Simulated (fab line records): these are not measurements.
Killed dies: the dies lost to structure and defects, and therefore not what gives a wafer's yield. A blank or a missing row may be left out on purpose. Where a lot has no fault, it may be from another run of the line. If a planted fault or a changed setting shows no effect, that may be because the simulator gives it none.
A struck lot beside a sound one | flow sky130 | 31 out of 708 route steps
Sound: the wafers L724.1, L724.2, L724.3. The struck wafers were L738.2, L738.3, L738.5. At the end, the cause is stated.
Each step with rows lists, per side, the tool, then ch with its chambers, then its first start. Under that, the readings that differ: sound wafers | struck wafers | difference of the means | sigmas: that difference in standard deviations of wafers without a fault.
alike: readings with means less than 2 such deviations apart, plus words and numbers identical on both sides. not compared: withheld readings, readings lacking a value on some wafer, bounds such as >300 that could conceal the same value, and numbers that have no deviation in the record and whose values overlap.
Wherever a step has rows on one side only, a row that says differs or no value, or a row with sigmas, the two part there. Non-overlapping numbers with no deviation appear without sigmas and do not part them. Lack of a reading on every wafer of one side parts them only where that side has two or more wafers.

SKY_LI_CONTACT_OVL_MEAS_13:
  sound on overlay-01 at day 30 15:16; struck on overlay-01 at day 34 23:44
  alike: LI_CONTACT_OVL
then, 2 steps without rows for these wafers: SKY_LI_CONTACT_ETCH_14 (etches BARC in N2/H2, stops on SiO2, time 45.9 s, target depth 60 nm); SKY_LI_CONTACT_ETCH_15 (etches PSG in C4F8/O2/Ar, stops on Si, target depth 600 nm).
SKY_LI_CONTACT_STRIP_16: strips in O2/N2.
  sound on plasma-asher-01 ch 0,1, day 30 15:26; struck on plasma-asher-02 ch 0,1, day 34 23:53
  alike: chamber-pressure-mTorr, drypump-motor-current-A, oes-product-au, strip-time-to-endpoint-s
  not compared: rf-hours-counter-h
then, 3 steps without rows for these wafers: SKY_LI_CONTACT_CLEAN_17 (cleans in NMP, time 600 s); SKY_LI_CONTACT_PRE_CLEAN_18 (time 5.6 s); SKY_LI_CONTACT_SPUTTER_19 (material Ti, target thk 20 nm, time 106.37 s).
SKY_LI_CONTACT_SPUTTER_20: material TiN, target thk 20 nm, time 80 s.
  sound on pvd-sputter-04 at day 30 15:49; struck on pvd-sputter-04 at day 35 00:16
  alike: cathode-dc-power-W, throttle-valve-pct
then, 1 step without rows for these wafers: SKY_LI_CONTACT_CVD_21 (deposits W, target thk 400 nm, time 120.56 s).
SKY_LI_CONTACT_RS_MEAS_22: measurement is done with a four-point probe.
  sound on film-metro-04 at day 30 15:59; struck on film-metro-02 at day 35 00:28
  alike: LI_CONTACT_W_RS
SKY_LI_CONTACT_THK_MEAS_23: measures by xrf.
  sound on film-metro-04 at day 30 16:07; struck on film-metro-02 at day 35 00:35
  alike: LI_CONTACT_W_THK
SKY_LI_CONTACT_CMP_24: polishes, stops on PSG, t overpolish 20 s, target thk 0 nm.
  sound on cmp-02 ch 0,1,2, day 30 16:10; struck on cmp-01 ch 0,1, day 35 00:38
  alike: motor-current-A, overpolish-run-s, time-to-endpoint-s
SKY_LOCAL_INTERCONNECT_SPUTTER_00: material TiN, target thk 100 nm, time 83.3 s.
  sound on pvd-sputter-03 at day 30 16:28; struck on pvd-sputter-03 at day 35 00:56
  reading                                                | sound                | struck               | difference | sigmas
  cathode-dc-power-W (W)                                 | 6499.5 6500.3 6497.9 | 6351.6 6351.4 6349.3 | -148.5     | -99 or more
  model.TiN_of_LOCAL_INTERCONNECT_SPUTTER_00.thk-nm (nm) | 99.48 100.1 103.2    | 98.72 99.13 96.87    | -2.69      |
  alike: throttle-valve-pct
SKY_LOCAL_INTERCONNECT_RS_MEAS_01: measurement is done with a four-point probe.
  sound on film-metro-02 at day 30 16:32; struck on film-metro-01 at day 35 01:01
  alike: LOCAL_INTERCONNECT_TIN_RS
SKY_LOCAL_INTERCONNECT_THK_MEAS_02: measures by xrf.
  sound on film-metro-02 at day 30 16:40; struck on film-metro-01 at day 35 01:07
  reading                         | sound           | struck         | difference | sigmas
  LOCAL_INTERCONNECT_TIN_THK (nm) | 97.4 99.0 101.9 | 97.1 97.7 94.9 | -2.9       | -2
then, 8 steps without rows for these wafers: SKY_LOCAL_INTERCONNECT_DEHYDRATE_03 (time 60 s); SKY_LOCAL_INTERCONNECT_HMDS_04 (prime time 60 s); SKY_LOCAL_INTERCONNECT_COAT_05 (resist thk 60 nm); SKY_LOCAL_INTERCONNECT_COAT_06 (resist thk 450 nm); SKY_LOCAL_INTERCONNECT_SOFTBAKE_07 (time 90 s); SKY_LOCAL_INTERCONNECT_EXPOSE_08 (exposes mask LI1M, target cd 170 nm); SKY_LOCAL_INTERCONNECT_PEB_09; SKY_LOCAL_INTERCONNECT_DEVELOP_10 (develop time 60 s).
SKY_LOCAL_INTERCONNECT_CD_MEAS_11 targets a cd of 170 nm.
  sound on cd-sem-02 at day 31 19:21; struck on cd-sem-01 at day 36 03:33
  alike: cd-nm
SKY_LOCAL_INTERCONNECT_OVL_MEAS_12:
  sound on overlay-02 at day 31 19:28; struck on overlay-02 at day 36 03:40
  alike: LOCAL_INTERCONNECT_OVL
SKY_LOCAL_INTERCONNECT_ETCH_13: etches BARC in N2/H2, stops on SiO2, time 45.9 s, target depth 60 nm.
  sound on rie-metal-03 ch 0,1, day 31 19:31; struck on rie-metal-04 ch 0,1, day 36 03:41
  alike: chamber-pressure-mTorr, drypump-motor-current-A, oes-product-au, throttle-valve-pct
  not compared: rf-hours-counter-h
SKY_LOCAL_INTERCONNECT_METAL_ETCH_14: etches TiN in Cl2/BCl3, stops on PSG, target depth 110 nm, time 31.4 s.
  sound on rie-metal-03 ch 0,1, day 31 19:34; struck on rie-metal-04 ch 0,1, day 36 03:45
  reading                                        | sound             | struck            | difference | sigmas
  oes-product-au (a.u.)                          | 0.937 0.949 0.955 | 0.931 0.935 0.925 | -0.017     | -2
  model.etch.depth-nm (nm)                       | 99.48 100.1 103.2 | 98.72 99.13 96.87 | -2.69      |
  model.LOCAL_INTERCONNECT.feature-depth-nm (nm) | 99.48 100.1 103.2 | 98.72 99.13 96.87 | -2.69      |
  alike: chamber-pressure-mTorr, drypump-motor-current-A, throttle-valve-pct
  not compared: rf-hours-counter-h
SKY_LOCAL_INTERCONNECT_STRIP_15: strips in O2/N2.
  sound on plasma-asher-03 ch 0,1, day 31 19:37; struck on plasma-asher-03 ch 0,1, day 36 03:48
  alike: chamber-pressure-mTorr, drypump-motor-current-A, oes-product-au, strip-time-to-endpoint-s
  not compared: rf-hours-counter-h
SKY_LOCAL_INTERCONNECT_STRIP_16: strips in post etch residue remover, time 1200 s.
  sound on wet-bench-01 ch 0, day 31 19:43; struck on wet-bench-01 ch 3, day 36 03:54
  reading                                                | sound            | struck           | difference | sigmas
  model.TiN_of_LOCAL_INTERCONNECT_SPUTTER_00.thk-nm (nm) | 99.06 99.7 102.8 | 98.3 98.71 96.45 | -2.7       |
then, 1 step without rows for these wafers: SKY_LOCAL_INTERCONNECT_CLEAN_17 (cleans in IPA, time 180 s).
-- record jumps: 14 days separate the struck wafers' starts on either side; left off in module LOCAL_INTERCONNECT, taken up again in module PAD_OPEN, whose first shown step is the route's number 708 --
SKY_PAD_OPEN_PROBE_99:
  sound on prober-01 at day 46 21:22; struck on prober-02 at day 50 00:45
  reading                      | sound             | struck            | difference | sigmas
  model.etest.res-li.rs-ohm-sq | 12.72 12.76 12.36 | 12.96 12.85 13.16 | +0.38      |
  alike: killed_at_M0_to_M3, killed_at_M4_up, killed-at-contacts, killed-at-front-end, killed-at-other, killed-dies, killed-open, killed-short

WHERE THEY PART
At SKY_LOCAL_INTERCONNECT_SPUTTER_00 first; at SKY_LOCAL_INTERCONNECT_METAL_ETCH_14 last (within this record only). Later steps at which nothing parts them and some readings are alike: SKY_LOCAL_INTERCONNECT_STRIP_15, SKY_PAD_OPEN_PROBE_99.

WHY: what the simulator had put in
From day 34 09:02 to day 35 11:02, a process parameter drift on pvd-sputter-03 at SKY_LOCAL_INTERCONNECT_SPUTTER_00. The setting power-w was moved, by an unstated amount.
